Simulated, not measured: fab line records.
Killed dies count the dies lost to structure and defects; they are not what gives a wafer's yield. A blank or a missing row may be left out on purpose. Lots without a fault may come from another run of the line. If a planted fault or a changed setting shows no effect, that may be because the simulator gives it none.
fab line records | flow gf180mcu
record: lots: 6 wafers: 18 last_day: 33
route steps=602 shown SALICIDE@286 CONTACT@287 PASSIVATION@602
lots untouched by any fault: they come from a run of this same line in which no faults occurred
start_h: hours from the record's first day to the start of the lot's first wafer shown | wait_h: hours since the lot's step before | " same as the row above | L1.1+2: a row that stands for several wafers | - value missing, or start not given | * or withheld: withheld | < > ~ a bound
route shown NAME@n: a module of which the file shows steps, and the number in the route of the first | usual: mean and standard deviation over wafers with no fault | same: alike in all rows | chamber/n: place in a boat | sites: each site's reading | _std_site: standard deviation across them | _edge_site: the outer-site mean with the inner-site mean subtracted | radius_mm: how far each site lies from the wafer's centre | mask NAME#n: copy n | behind: tool/chamber where the wafer was last shaped | hold: what put the lot on hold/how long, in hours/how the hold closed | device: the transistor (n, p or np) that didn't switch | end of line: the same wafers' tests at the end of the route | for a step that has no rows: nothing shown but its recipe | killed: the dies lost at the first sort to structure and to defects; this is not the yield of the wafer | map: a wafer's dies, x killed, . not, _ none there
set.NAME: the setting as run; set.NAME@STEP: as run at that earlier step | model.NAME: the simulator's own value behind a step, which no gauge read
certain route steps with their lots: each step a table, each wafer a row
services: when a tool's chamber went out of use (start_h, in hours from the record's first day, below 0 if earlier), for how many hours, and the reason
== steps ==
step: GF_SALICIDE_RTA_08
recipe: temp_c: 800 time_s: 30 ambient: N2
usual: lamp_power_pct: 16.1/0.76 wafer_temp_C_max: 804.4/1
columns lot.wafer tool chamber start_h wait_h lamp_power_pct wafer_temp_C_max
L960.1 rtp_anneal-02 0 366.96 0.0 15.6 805.5
L960.4 " 0 " " 15.6 804.1
L960.6 " 0 " " 15.6 803.3
L966.2 rtp_anneal-01 0 415.02 0.0 17.2 804.0
L966.4 " 0 " " 17.2 803.8
L966.5 " 0 " " 17.2 803.8
L967.3 rtp_anneal-02 0 432.09 0.0 15.6 805.7
L967.4 " 0 " " 15.6 806.2
L967.6 " 0 " " 15.6 805.0
L973.1 rtp_anneal-02 0 487.51 0.0 15.6 803.6
L973.2 " 0 " " 15.6 803.1
L973.4 " 0 " " 15.6 806.1
L974.2 rtp_anneal-02 0 492.72 0.0 15.6 804.8
L974.3 " 0 " " 15.6 804.4
L974.6 " 0 " " 15.6 803.6
L975.1 rtp_anneal-01 0 501.91 0.0 17.2 803.1
L975.2 " 0 " " 17.2 803.5
L975.5 " 0 " " 17.2 803.7
step: GF_CONTACT_CVD_00
recipe: material: SiO2 target_thk_nm: 300 sigma_open_frac: 0.3 temp_c: 400 time_s: 50 sih4_flow_sccm: 60 pressure_mtorr: 6
step: GF_CONTACT_THK_MEAS_01
recipe: reads: SiO2_of_CONTACT_CVD_00
usual: CONTACT_CVD_00_THK: 302/4.6
columns lot.wafer tool chamber start_h wait_h CONTACT_CVD_00_THK[nm]
L960.1 film_metro-04 - 367.10 0.0 308
L960.4 " - " " 307
L960.6 " - " " 311
L966.2 film_metro-02 - 415.16 0.0 307
L966.4 " - " " 299
L966.5 " - " " 309
L967.3 film_metro-02 - 432.22 0.0 303
L967.4 " - " " 296
L967.6 " - " " 306
L973.1 film_metro-02 - 487.65 0.0 292
L973.2 " - " " 300
L973.4 " - " " 292
L974.2 film_metro-02 - 492.86 0.0 298
L974.3 " - " " 307
L974.6 " - " " 312
L975.1 film_metro-02 - 502.05 0.0 310
L975.2 " - " " 303
L975.5 " - " " 307
step: GF_CONTACT_CVD_02
recipe: material: SiO2 target_thk_nm: 860 precursor: TEOS temp_c: 400 time_s: 95.992 rf_w: 600
usual: heater_power_outer_w: 368/45 heater_power_w: 631/65
columns lot.wafer tool chamber start_h wait_h heater_power_outer_w heater_power_w
L960.1 pecvd-03 2 367.16 0.1 326 576
L960.4 " 0 " " 329 558
L960.6 " 2 " " 374 641
L966.2 pecvd-03 1 415.21 0.0 428 680
L966.4 " 0 " " 329 577
L966.5 " 1 " " 444 710
L967.3 pecvd-01 1 432.29 0.1 341 625
L967.4 " 2 " " 302 552
L967.6 " 1 " " 406 677
L973.1 pecvd-04 0 487.71 0.1 404 682
L973.2 " 1 " " 348 574
L973.4 " 0 " " 294 545
L974.2 pecvd-03 1 492.91 0.0 435 703
L974.3 " 0 " " 333 576
L974.6 " 1 " " 333 555
L975.1 pecvd-01 1 502.11 0.1 433 700
L975.2 " 2 " " 420 711
L975.5 " 1 " " 459 756
step: GF_CONTACT_THK_MEAS_03
recipe: reads: SiO2_of_CONTACT_CVD_02
usual: CONTACT_CVD_02_THK: 861/14
columns lot.wafer tool chamber start_h wait_h CONTACT_CVD_02_THK[nm]
L960.1 film_metro-04 - 367.23 0.0 847
L960.4 " - " " 866
L960.6 " - " " 845
L966.2 film_metro-01 - 415.29 0.0 857
L966.4 " - " " 866
L966.5 " - " " 875
L967.3 film_metro-02 - 432.38 0.1 877
L967.4 " - " " 876
L967.6 " - " " 877
L973.1 film_metro-02 - 487.78 0.0 840
L973.2 " - " " 838
L973.4 " - " " 848
L974.2 film_metro-04 - 492.99 0.0 856
L974.3 " - " " 864
L974.6 " - " " 870
L975.1 film_metro-04 - 502.18 0.0 872
L975.2 " - " " 884
L975.5 " - " " 884
step: GF_CONTACT_CMP_04
recipe: material: SiO2 down_force_psi: 4 platen_rpm: 60 pad_velocity_m_s: 0.94248
usual: edge_zone_pressure_frac: 0.999/0.0057 motor_current_A: 11.8/1.6 time_to_endpoint_s: 112/7.6
columns lot.wafer tool chamber start_h wait_h edge_zone_pressure_frac motor_current_A time_to_endpoint_s
L960.1 cmp-01 1 367.34 0.1 0.999 11.0 127
L960.4 " 2 " " 1.004 11.1 122
L960.6 " 1 " " 0.993 10.3 120
L966.2 cmp-01 3 415.34 0.0 0.995 9.7 100
L966.4 " 0 " " 1.002 14.1 107
L966.5 " 3 " " 0.988 10.6 107
L967.3 cmp-01 0 432.42 0.0 0.992 15.1 113
L967.4 " 3 " " 1.001 9.9 110
L967.6 " 1 " " 1.007 11.2 126
L973.1 cmp-01 3 487.84 0.1 0.999 9.5 97
L973.4 " 1 " " 0.993 10.8 111
L973.2 " 2 " " 0.988 10.8 98
L974.3 cmp-01 3 493.04 0.0 0.993 10.4 107
L974.2 " 1 " " 0.994 10.6 118
L974.6 " 3 " " 0.996 9.5 114
L975.1 cmp-01 2 502.24 0.1 1.009 11.3 113
L975.2 " 3 " " 1.002 10.2 117
L975.5 " 3 " " 1.003 10.0 116
step: GF_CONTACT_BOW_MEAS_05
recipe: mode: bow
usual: CONTACT_BOW: 66/6.6
columns lot.wafer tool chamber start_h wait_h CONTACT_BOW[um]
L960.1 film_metro-01 - 367.59 0.2 59
L960.4 " - " " 65
L960.6 " - " " 65
L966.2 film_metro-01 - 415.66 0.3 74
L966.4 " - " " 61
L966.5 " - " " 63
L967.3 film_metro-02 - 432.76 0.3 74
L967.4 " - " " 76
L967.6 " - " " 64
L973.1 film_metro-02 - 488.21 0.3 56
L973.2 " - " " 68
L973.4 " - " " 68
L974.2 film_metro-02 - 493.36 0.2 76
L974.3 " - " " 73
L974.6 " - " " 71
L975.1 film_metro-04 - 502.54 0.2 66
L975.2 " - " " 67
L975.5 " - " " 54
step: GF_CONTACT_DEHYDRATE_06
recipe: temp_c: 200 time_s: 60
step: GF_CONTACT_HMDS_07
recipe: prime_time_s: 60 prime_temp_c: 120
step: GF_CONTACT_COAT_08
recipe: resist: BARC temp_c: withheld time_s: withheld spin_rpm: withheld resist_thk_nm: withheld
step: GF_CONTACT_COAT_09
recipe: resist: KrF spin_rpm: withheld resist_thk_nm: 1000
step: GF_CONTACT_SOFTBAKE_10
recipe: temp_c: 130 time_s: 60 resist: KrF
step: GF_CONTACT_EXPOSE_11
recipe: mask_id: Contact target_cd_nm: 220 na: 0.68 source_shape: conventional sigma_outer: 0.6 dose_mj: 38
columns lot.wafer tool chamber start_h wait_h mask
L960.1+4+6 krf_scanner-01 0 379.43 - Contact#0
L966.2+4+5 krf_scanner-01 0 427.62 - Contact#0
L967.3+4+6 krf_scanner-02 0 444.75 - Contact#0
L973.1+2+4 krf_scanner-02 0 500.63 - Contact#0
L974.2+3+6 krf_scanner-02 0 505.50 - Contact#0
L975.1+2+5 krf_scanner-01 0 514.43 - Contact#0
step: GF_CONTACT_PEB_12
recipe: peb_temp_c: 135 peb_time_s: 90 resist: KrF
step: GF_CONTACT_DEVELOP_13
recipe: develop_time_s: 60 resist: KrF dev_temp_c: 21
step: GF_CONTACT_CD_MEAS_14
recipe: target_cd_nm: 220
usual: cd_nm: 219.6/1.4
columns lot.wafer tool chamber start_h wait_h hold cd_nm
L960.1 cd_sem-02 - 390.83 0.1 - 220.6
L960.4 " - " " - 218.4
L960.6 " - " " - 221.0
L966.2 cd_sem-01 - 439.21 0.1 - 220.0
L966.4 " - " " - 219.2
L966.5 " - " " - 219.7
L967.3 cd_sem-02 - 457.09 0.1 - 217.8
L967.4 " - " " - 218.3
L967.6 " - " " - 218.6
L973.1 cd_sem-02 - 512.25 0.1 await_dispo/0.2h/release 202.7
L973.2 " - " " await_dispo/0.2h/release 203.2
L973.4 " - " " await_dispo/0.2h/release 198.6
L973.1 cd_sem-02 - 512.72 0.4 - 203.2
L973.2 " - " " - 203.6
L973.4 " - " " - 198.4
L974.2 cd_sem-02 - 516.71 0.1 await_dispo/0.2h/release 206.5
L974.3 " - " " await_dispo/0.2h/release 196.1
L974.6 " - " " await_dispo/0.2h/release 200.9
L974.2 cd_sem-02 - 517.00 0.3 - 206.5
L974.3 " - " " - 196.3
L974.6 " - " " - 200.7
L975.1 cd_sem-02 - 525.84 0.1 - 218.3
L975.2 " - " " - 219.5
L975.5 " - " " - 219.9
step: GF_CONTACT_OVL_MEAS_15
usual: CONTACT_OVL: -1/4.7
columns lot.wafer tool chamber start_h wait_h hold CONTACT_OVL[nm]
L960.1 overlay-01 - 390.95 0.1 - 6
L960.4 " - " " - -1
L960.6 " - " " - 1
L966.2 overlay-02 - 439.32 0.1 - -3
L966.4 " - " " - 1
L966.5 " - " " - 3
L967.3 overlay-01 - 457.18 0.1 - -2
L967.4 " - " " - 3
L967.6 " - " " - 5
L973.1 overlay-01 - 514.99 2.2 await_dispo/2.1h/release -1
L973.2 " - " " await_dispo/2.1h/release 1
L973.4 " - " " await_dispo/2.1h/release 3
L974.2 overlay-01 - 518.89 1.9 await_dispo/1.8h/release 0
L974.3 " - " " await_dispo/1.8h/release -6
L974.6 " - " " await_dispo/1.8h/release -1
L975.1 overlay-02 - 525.96 0.1 - -3
L975.2 " - " " - -7
L975.5 " - " " - -7
step: GF_CONTACT_ETCH_16
recipe: chemistry: N2/H2 target_depth_a: withheld overetch_a: withheld time_s: withheld target: BARC ion_energy_ev: 200 source_w: 500 bias_w: 100 pressure_mtorr: 30 n2_flow_sccm: 100 h2_flow_sccm: 200
usual: drypump_motor_current_A: 5.6/0.42 oes_product_au: 0.855/0.0051 throttle_valve_pct: 13.226/0.0097
columns lot.wafer tool chamber start_h wait_h drypump_motor_current_A oes_product_au throttle_valve_pct model.CONTACT.cd_nm
L960.1 rie_diel-02 2 390.99 0.0 6.4 0.849 13.218 221.8
L960.4 " 1 " " 5.4 0.851 13.230 217.4
L960.6 " 1 " " 5.3 0.848 13.229 220.1
L966.2 rie_diel-02 1 439.35 0.0 5.3 0.858 13.229 218.9
L966.4 " 3 " " 5.1 0.854 13.233 220.3
L966.5 " 3 " " 5.1 0.864 13.218 220.5
L967.3 rie_diel-01 1 457.21 0.0 5.6 0.848 13.227 217.3
L967.4 " 3 " " 5.3 0.849 13.242 216.9
L967.6 " 2 " " 5.1 0.853 13.225 218.3
L973.1 rie_diel-01 3 515.02 0.0 5.3 0.859 13.230 202
L973.2 " 2 " " 5.1 0.863 13.211 203
L973.4 " 0 " " 5.4 0.853 13.218 198.7
L974.2 rie_diel-03 0 518.92 0.0 6.5 0.847 13.236 208.4
L974.3 " 2 " " 5.8 0.858 13.225 195.5
L974.6 " 2 " " 5.8 0.850 13.218 199.6
L975.1 rie_diel-01 0 526.00 0.0 5.5 0.855 13.234 217.8
L975.2 " 1 " " 5.6 0.864 13.213 219.2
L975.5 " 0 " " 5.4 0.854 13.225 220.4
step: GF_CONTACT_ETCH_17
recipe: chemistry: C4F8/O2/Ar mask_material: KrF target: SiO2 stop_on: CoSi2 source_w: 1500 bias_w: 1200 pressure_mtorr: 40 c4f8_flow_sccm: withheld O2_flow_sccm: 6 Ar_flow_sccm: 300 time_s: withheld target_depth_a: 8600
usual: oes_product_au: 0.816/0.0051
columns lot.wafer tool chamber start_h wait_h oes_product_au model.CONTACT.cd_nm
L960.1 rie_diel-02 2 - - 0.811 223.5
L960.4 " 1 " " 0.816 219.3
L960.6 " 1 " " 0.823 221.7
L966.2 rie_diel-02 1 - - 0.818 220.2
L966.4 " 3 " " 0.813 219.8
L966.5 " 3 " " 0.821 219.4
L967.3 rie_diel-01 1 - - 0.825 216.2
L967.4 " 3 " " 0.816 215.9
L967.6 " 2 " " 0.825 217.8
L973.1 rie_diel-01 3 - - 0.812 201.8
L973.2 " 2 " " 0.812 202.1
L973.4 " 0 " " 0.816 199.2
L974.2 rie_diel-03 0 - - 0.813 206.4
L974.3 " 2 " " 0.815 195.2
L974.6 " 2 " " 0.832 199.1
L975.1 rie_diel-01 0 - - 0.825 219
L975.2 " 1 " " 0.817 218.4
L975.5 " 0 " " 0.822 221.7
step: GF_CONTACT_STRIP_18
recipe: chemistry: O2/N2 power_w: 1400 pressure_mtorr: 1500 platen_temp_c: 250 o2_flow_sccm: 3000 n2_flow_sccm: 300 overash_fraction: 0.5
usual: drypump_motor_current_A: 5.51/0.28 heater_power_w: 330/14 oes_product_au: 0.580/0.0052
columns lot.wafer tool chamber start_h wait_h drypump_motor_current_A heater_power_w oes_product_au rf_hours_counter_h
L960.1 plasma_asher-03 0 391.15 - 5.20 317 0.581 73
L960.4 " 0 " " 5.21 321 0.580 -
L960.6 " 1 " " 5.98 301 0.582 -
L966.2 plasma_asher-03 0 439.51 - 5.21 326 0.585 78
L966.4 " 1 " " 5.98 319 0.584 -
L966.5 " 1 " " 5.98 305 0.581 -
L967.3 plasma_asher-03 1 457.40 - 5.96 318 0.578 -
L967.4 " 0 " " 5.24 313 0.583 -
L967.6 " 0 " " 5.21 326 0.577 -
L973.1 plasma_asher-03 0 515.19 - 5.21 328 0.581 86
L973.2 " 1 " " 5.98 308 0.567 86
L973.4 " 0 " " 5.23 327 0.577 -
L974.2 plasma_asher-03 1 519.08 - 5.94 314 0.572 87
L974.3 " 0 " " 5.21 326 0.574 -
L974.6 " 0 " " 5.18 327 0.578 -
L975.1 plasma_asher-01 0 526.16 - 5.68 310 0.585 75
L975.2 " 1 " " 5.09 336 0.581 75
L975.5 " 0 " " 5.71 318 0.584 -
step: GF_PASSIVATION_PROBE_99
columns lot.wafer tool chamber start_h wait_h hold model.etest.contact_to_gate.bv_right_v model.etest.contact_to_gate.bv_left_v model.etest.contact_poly.rc_ohm model.etest.contact_pplus.rc_ohm model.etest.contact_nplus.rc_ohm
L960.1 prober-02 - 698.01 0.1 - 35.11 39.17 5.654 4.976 4.91
L960.4 prober-02 - 698.16 0.2 - 35.42 39.18 6.085 5.194 5.069
L960.6 prober-02 - 698.26 0.2 - 35.26 40.19 5.935 5.204 5.287
L966.2 prober-02 - 734.11 0.1 - 38.39 35.95 5.906 5.403 5.395
L966.4 prober-02 - 734.21 0.2 - 38.9 36.1 5.961 5.302 4.995
L966.5 prober-02 - 734.26 0.2 - 39.08 35.98 5.827 5.19 5.449
L967.3 prober-01 - 748.88 0.2 - 37.12 37.82 6.032 5.155 5.159
L967.4 prober-01 - 748.93 0.2 - 36.61 37.96 5.864 5.381 5.332
L967.6 prober-01 - 749.03 0.2 - 35.67 37.64 6.001 5.178 5.318
L973.1+2+4 prober-02 - 787.50 0.1 await_dispo/2.2h/release - - - - -
L974.2 prober-01 - 790.63 0.1 await_dispo/4.9h/release 37.12 40.35 6.361 5.816 5.696
L974.3 prober-01 - 790.68 0.2 await_dispo/4.9h/release 39.14 41.67 7.346 6.389 6.299
L974.6 prober-01 - 790.83 0.2 await_dispo/4.9h/release 39.37 41.76 7.043 6.154 6.33
L975.1 prober-02 - 794.18 0.1 - 39.01 35.89 5.863 5.256 5.096
L975.2 prober-02 - 794.23 0.1 - 40.55 35.62 6.052 5.093 5.076
L975.5 prober-02 - 794.38 0.2 - 38.56 34.58 5.69 5.204 4.997
killed by level:class
L960.1 CONTACT:geometric_particle:open=8 STI:geometric_particle:short=3 V4:geometric_particle:open=3 V5:geometric_particle:short=3 V5:geometric_particle:open=3 POLY_GATE:geometric_particle:short=2 SALICIDE:geometric_particle:open=2 CONTACT:geometric_particle:short=2
L960.4 CONTACT:geometric_particle:open=7 V5:geometric_particle:open=7 STI:geometric_particle:short=6 M1:geometric_particle:short=5 V1:geometric_particle:open=5 V2:geometric_particle:open=5 V4:geometric_particle:open=4 V5:geometric_particle:short=3
L960.6 V2:geometric_particle:open=6 V4:geometric_particle:open=6 V1:geometric_particle:open=5 CONTACT:geometric_particle:open=4 V1:geometric_particle:short=3 V2:geometric_particle:short=3 V3:geometric_particle:open=3 V5:geometric_particle:open=3
L966.2 CONTACT:geometric_particle:open=9 V2:geometric_particle:open=5 V1:geometric_particle:open=4 M4:geometric_particle:short=4 V5:geometric_particle:open=4 STI:geometric_particle:short=3 V5:geometric_particle:short=3 STI:geometric_particle:open=2
L966.4 CONTACT:geometric_particle:open=7 V2:geometric_particle:open=6 V5:geometric_particle:open=6 V3:geometric_particle:open=4 CONTACT:geometric_particle:short=3 V1:geometric_particle:open=2 V1:geometric_particle:short=2 V2:geometric_particle:short=2
L966.5 V4:geometric_particle:open=7 V5:geometric_particle:open=7 V1:geometric_particle:open=5 V3:geometric_particle:open=5 V2:geometric_particle:open=4 CONTACT:geometric_particle:open=4 V4:geometric_particle:short=3 STI:geometric_particle:open=2
L967.3 V1:geometric_particle:open=6 V5:geometric_particle:open=4 CONTACT:geometric_particle:open=4 V3:geometric_particle:open=4 M1:geometric_particle:short=3 STI:geometric_particle:open=2 STI:geometric_particle:short=2 CONTACT:geometric_particle:short=2
L967.4 V3:geometric_particle:open=6 V5:geometric_particle:open=5 V2:geometric_particle:open=5 V4:geometric_particle:open=4 V5:geometric_particle:short=4 POLY_GATE:geometric_particle:open=3 CONTACT:geometric_particle:open=3 M1:geometric_particle:short=3
L967.6 CONTACT:geometric_particle:open=5 STI:geometric_particle:short=4 V2:geometric_particle:open=4 CONTACT:geometric_particle:short=3 M2:geometric_particle:short=2 M3:geometric_particle:short=2 V3:geometric_particle:open=2 V5:geometric_particle:open=2
L973.1 M1:geometric_particle:short=6 V5:geometric_particle:open=6 STI:geometric_particle:open=4 V4:geometric_particle:open=4 V1:geometric_particle:open=3 M5:geometric_particle:short=3 CONTACT:geometric_particle:short=2 V2:geometric_particle:open=2
L973.2 V1:geometric_particle:open=4 STI:geometric_particle:open=3 CONTACT:geometric_particle:open=3 V5:geometric_particle:open=3 V3:geometric_particle:short=3 M4:geometric_particle:short=3 STI:geometric_particle:short=2 V1:geometric_particle:short=2
L973.4 V3:geometric_particle:short=6 CONTACT:geometric_particle:open=5 V1:geometric_particle:open=4 V2:geometric_particle:open=4 V4:geometric_particle:open=4 V5:geometric_particle:open=4 STI:geometric_particle:short=3 M4:geometric_particle:short=3
L975.1 CONTACT:geometric_particle:open=9 V1:geometric_particle:open=4 M3:geometric_particle:short=4 V4:geometric_particle:open=4 CONTACT:geometric_particle:short=3 V2:geometric_particle:open=3 M1:geometric_particle:short=2 V1:geometric_particle:short=2
L975.2 CONTACT:geometric_particle:open=5 V1:geometric_particle:open=4 V2:geometric_particle:open=4 V3:geometric_particle:open=4 STI:geometric_particle:open=3 POLY_GATE:geometric_particle:open=3 V1:geometric_particle:short=3 M2:geometric_particle:short=3
L975.5 V3:geometric_particle:open=6 M2:geometric_particle:short=5 V1:geometric_particle:open=4 STI:geometric_particle:open=3 V3:geometric_particle:short=3 V4:geometric_particle:open=3 V2:geometric_particle:short=2 M5:geometric_particle:open=2
map L973.4 (x killed, . not)
__________x........x_________
________.........x...._______
______..xx.............._____
_____...x...............x____
____...............x......___
___........................__
__x.......x.......x......x.._
_..x.......xxx...............
_..............x........x.x..
_....x..x.....x..............
_..x.........................
_....................x.......
_...x.x...xx.....x....x...x..
_....x.......................
_.............x..x..x...x....
__.....................x...._
___......x.................__
____........x...........x.___
_____.....x........x..x..____
______....x........xx..._____
________x..xx.......x._______
__________..x....x.._________
map L967.4 (x killed, . not)
__________....x....._________
________........x.x.x._______
______......x...x..x...._____
_____.......x............____
____.....................x___
___....x.......x...........__
__.........................._
_...xxx......................
_........x.....x.xx..........
_.........................xx.
_.........x.................x
_x.x..x......................
_x.....x....x........x...x...
_..x...x......x.x...........x
_.......x....................
__...xx..x............x....._
___........................__
____.......x.......xx..x..___
_____xx.................x____
______.....x............_____
________.............x_______
__________.........._________
== services ==
columns tool chamber start_h hours kind
pecvd-01 - 343.77 0.6 repair
krf_scanner-01 - 350.13 1.0 pm
krf_scanner-02 - 367.13 1.0 pm
pecvd-03 - 368.88 14.0 pm
krf_scanner-01 - 371.18 0.8 pm
cmp-01 - 373.44 4.2 pm
krf_scanner-02 - 378.92 0.8 pm
rie_diel-01 1 380.94 8.9 repair
plasma_asher-03 - 396.89 0.3 repair
cmp-01 - 404.00 4.0 pm
krf_scanner-02 - 417.39 4.6 repair
plasma_asher-03 - 421.67 2.8 pm
krf_scanner-02 - 430.65 1.3 repair
krf_scanner-01 - 441.91 5.9 repair
krf_scanner-02 - 455.11 1.3 pm
plasma_asher-03 - 455.25 0.6 repair
cmp-01 - 463.07 6.1 pm
krf_scanner-01 - 466.27 1.3 pm
rie_diel-01 3 471.23 5.9 repair
rie_diel-02 2 472.84 5.6 repair
cmp-01 - 518.64 5.8 repair
krf_scanner-01 - 519.13 1.0 pm
rie_diel-01 2 519.59 8.1 repair
krf_scanner-01 - 526.18 29.7 repair
== key ==
first_sign: step: GF_CONTACT_CD_MEAS_14 reading: visit direction: added
effect: step: GF_CONTACT_CD_MEAS_14 reading: cd_nm direction: down sigmas: 13 usual: 219.6 struck: 201.3
effect: step: GF_PASSIVATION_PROBE_99 reading: hold direction: added
model_effect: step: GF_CONTACT_ETCH_16 value: CONTACT.cd_nm without: 218.9 struck: 201.2
model_effect: step: GF_CONTACT_ETCH_17 value: CONTACT.cd_nm without: 218.4 struck: 200.6
model_effect: step: GF_PASSIVATION_PROBE_99 value: etest.contact_to_gate.bv_right_v without: 36.3 struck: 38.54
met_at GF_CONTACT_EXPOSE_11
struck_wafers L973.1,L973.2,L973.4,L974.2,L974.3,L974.6
sort_left_out L974.2,L974.3,L974.6
tester_left_out L973,L974
onset_between 444.75 500.63
also_fits GF_SALICIDE_RTA_08:rtp_anneal-02
fault: kind: process_parameter_drift tool: krf_scanner-02 chamber: - onset_h: 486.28 steps: GF_CONTACT_EXPOSE_11 channel: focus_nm offset: 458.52 spread_by_wafer: 0.3 shape: step end_h: 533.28
tester_left_out: of these lots the tester's yield and bins aren't shown, on N5 and GAA mostly nor the transistor test; their killed dies are dies lost to structure and defects alone, not to doping, threshold or leakage, so they don't give the yield
sort_left_out: the simulated sort isn't trusted on such a fault, so these wafers' sort isn't shown, and their yield isn't known
